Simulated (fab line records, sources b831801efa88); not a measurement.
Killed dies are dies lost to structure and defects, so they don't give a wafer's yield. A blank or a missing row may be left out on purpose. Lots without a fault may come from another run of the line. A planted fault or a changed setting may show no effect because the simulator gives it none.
One fault seen from 2 desks | flow sky130 | each desk has only its own numbers; what lay behind them comes last

THE TOOL OWNER'S DESK: pvd_sputter-03
The tool's own readings at SKY_CONTACT_SPUTTER_23 (material TiN, target thk 20 nm, time 80 s): means of the sampled wafers that have a number, for each lot that ran on this tool. A lot is out of limits, marked OUT, if its mean lies more than 4 standard deviations from the usual mean; the brackets give that distance.
Columns: A = throttle_valve_pct at SKY_CONTACT_SPUTTER_23, usual 30.1 %
lot  | first seen here | A
L791 | day 32 11:47    | 30.4
L804 | day 37 02:16    | 30.5
L806 | day 37 10:14    | 30.6
L807 | day 37 15:09    | 30.4
This desk's finding: nothing out of limits on any of the 4 lots.

THE METROLOGY DESK
What the gauges read, lot by lot, whatever tool the lot ran on: means of the sampled wafers that have a number. A lot is out of limits, marked OUT, if its mean lies more than 4 standard deviations from the usual mean; the brackets give that distance.
Columns: A = cd_nm at SKY_CONTACT_CD_MEAS_14, usual 170.5 nm; B = CONTACT_OVL at SKY_CONTACT_OVL_MEAS_15, usual -1 nm
lot  | first seen here | A     | B
L791 | day 32 10:53    | 171.6 | -3
L802 | day 36 02:24    | 170.1 | -2
L804 | day 37 01:16    | 172.8 | -4
L805 | day 37 01:58    | 171.6 | -6
L806 | day 37 09:17    | 172.0 | 2
L807 | day 37 14:16    | 169.7 | -6
L808 | day 38 03:28    | 170.2 | 1
This desk's finding: nothing out of limits on any of the 7 lots.

PUT TOGETHER
The tool owner's desk saw nothing out of limits.
The metrology desk saw nothing out of limits.

WHAT THE SIMULATOR HAD PUT IN
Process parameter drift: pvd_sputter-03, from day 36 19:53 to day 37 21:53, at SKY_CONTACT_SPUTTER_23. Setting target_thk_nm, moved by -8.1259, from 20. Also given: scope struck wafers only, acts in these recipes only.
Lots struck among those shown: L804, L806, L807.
